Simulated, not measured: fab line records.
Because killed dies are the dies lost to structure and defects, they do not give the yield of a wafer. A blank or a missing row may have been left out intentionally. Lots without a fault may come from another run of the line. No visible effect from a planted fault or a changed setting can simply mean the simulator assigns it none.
Split-lot study	flow sky130	23 wafers read from 5 lots, route of 708 steps

THE SPLIT
At SKY_METAL5_STRIP_16 (strips in O2/N2), the setting power w was moved away from the recipe's 1400 W on 8 of the 23 wafers read, by -7.5% to +3.6%. For the rest of the wafers, this setting stayed at what the recipe calls for.

The reading is taken at the split's own step.

THE READING
oes product au, in a.u., at SKY_METAL5_STRIP_16 (strips in O2/N2). Fault-free wafers of this fab line usually give 0.711 a.u., standard deviation 0.0041 a.u.

wafer	tool, chamber at the split	power w as run, W	against the recipe	oes product au, a.u.	against lot-mates on the recipe
L074.1	plasma asher-03, 1	1400	recipe	0.713	-
L074.2	plasma asher-03, 0	1400	recipe	0.713	-
L074.4	plasma asher-03, 1	1451	+3.6%	0.728	+0.015
L074.5	plasma asher-03, 0	1400	recipe	0.712	-
L074.6	plasma asher-03, 1	1451	+3.6%	0.718	+0.005
L078.1	plasma asher-02, 0	1400	recipe	0.710	-
L078.2	plasma asher-02, 1	1400	recipe	0.707	-
L078.3	plasma asher-02, 1	1324	-5.4%	0.695	-0.013
L078.5	plasma asher-02, 0	1324	-5.4%	0.692	-0.016
L078.6	plasma asher-02, 1	1324	-5.4%	0.689	-0.019
L080.1	plasma asher-03, 1	1400	recipe	0.713	-
L080.3	plasma asher-03, 1	1400	recipe	0.706	-
L080.6	plasma asher-03, 0	1400	recipe	0.713	-
L082.1	plasma asher-04, 1	1295	-7.5%	0.691	-0.019
L082.3	plasma asher-04, 0	1295	-7.5%	0.684	-0.025
L082.4	plasma asher-04, 1	1295	-7.5%	0.674	-0.035
L082.5	plasma asher-04, 1	1400	recipe	0.711	-
L082.6	plasma asher-04, 0	1400	recipe	0.708	-
L085.1	plasma asher-02, 0	1400	recipe	0.710	-
L085.2	plasma asher-02, 1	1400	recipe	0.716	-
L085.4	plasma asher-02, 0	1400	recipe	0.708	-
L085.5	plasma asher-02, 0	1400	recipe	0.713	-
L085.6	plasma asher-02, 1	1400	recipe	0.715	-

FIT RESULTS
A straight line over all 23 wafers: oes product au changes by +0.00362 a.u. for each +1% of power w; r = +0.95; the points scatter about the line by 0.004 a.u.
The same after taking each lot's own level away (the mean of its wafers on the recipe; 23 wafers): +0.00329 a.u. for each +1%; r = +0.94; scatter 0.0039 a.u.
That fit puts the effect of the largest move of power w on the reading at 0.025 a.u.
Measured against the standard deviation above, the lots' own levels, which go from 0.7085 to 0.7127 a.u., span 1.0 times it.
Consequently the slope shifts little with the lot-to-lot level, the two slopes agreeing.
Check: -0.0265 a.u. against its lot-mates is what the line predicts for one of the wafers moved furthest among these (-7.5%) when that wafer is left out of the fit. It came out at -0.0185 a.u. against them.
Tool readings at the split's step, against how far the setting was moved: oes product au r = +0.95; strip time to endpoint s r = -0.53.

THE WHOLE CHAIN: every reading that the file lists as answering this split, in the file's order
step	what it does	reading	change (the file's fit)	r (the file's)
SKY_METAL5_STRIP_16	strips in O2/N2	oes product au	+0.00327 a.u. for each +1% of the setting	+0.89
SKY_METAL5_STRIP_16	strips in O2/N2	strip time to endpoint s	withheld for each +1% of the setting, in a fit together with time s@METAL5_METAL_ETCH_15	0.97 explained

THE FILE'S OWN FIT
oes product au changes by +0.00327 a.u. for each +1% of power w, r = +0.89.
